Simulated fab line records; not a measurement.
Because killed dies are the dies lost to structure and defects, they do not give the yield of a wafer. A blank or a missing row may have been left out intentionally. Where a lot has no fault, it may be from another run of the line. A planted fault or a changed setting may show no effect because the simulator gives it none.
Which tool is to blame? + flow gf180mcu + route of 602 steps, sampled at 1 step: 6 lots, 18 wafers

## WHAT THE GAUGES SHOWED, per wafer
GF_VT_IMPLANT_TW_MEAS_21.
| lot  | measured     | on            | VT_IMPLANT_2_TW |
|------|--------------|---------------|-----------------|
| L638 | day 7 02:18  | film metro-03 | 1218 1215 1223  |
| L642 | day 8 06:10  | film metro-02 | 1217 1217 1214  |
| L645 | day 9 02:21  | film metro-01 | 1221 1223 1215  |
| L648 | day 9 16:31  | film metro-03 | 1217 1211 1213  |
| L651 | day 10 15:06 | film metro-03 | 1213 1213 1210  |
| L657 | day 12 03:33 | film metro-01 | 1216 1221 1220  |

## EACH LOT AND THE TOOL THAT RAN IT (in order: tool; ch and the chambers of the sampled wafers; start)
The record holds no process step before these readings.

## THE ANSWER, worked out from the rows above alone
Rule: the lots themselves supply what counts as usual. The widest of any qualifying gaps counts: lots, ordered by their means at a reading, are off when they make up no more than a third of the lots, leave a main group of 4 or more, and stand apart from it by 3 or more times the standard deviation of that group's means. Not used: any main group whose means are identical at the precision the tables above print for the reading. A lot without any number at a reading at which 4 lots or more have one is off too. The other lots that the step has rows for count as sound.
No lot is off at any reading shown: from this, nothing can be told.

## WHAT WAS PUT IN BY THE SIMULATOR
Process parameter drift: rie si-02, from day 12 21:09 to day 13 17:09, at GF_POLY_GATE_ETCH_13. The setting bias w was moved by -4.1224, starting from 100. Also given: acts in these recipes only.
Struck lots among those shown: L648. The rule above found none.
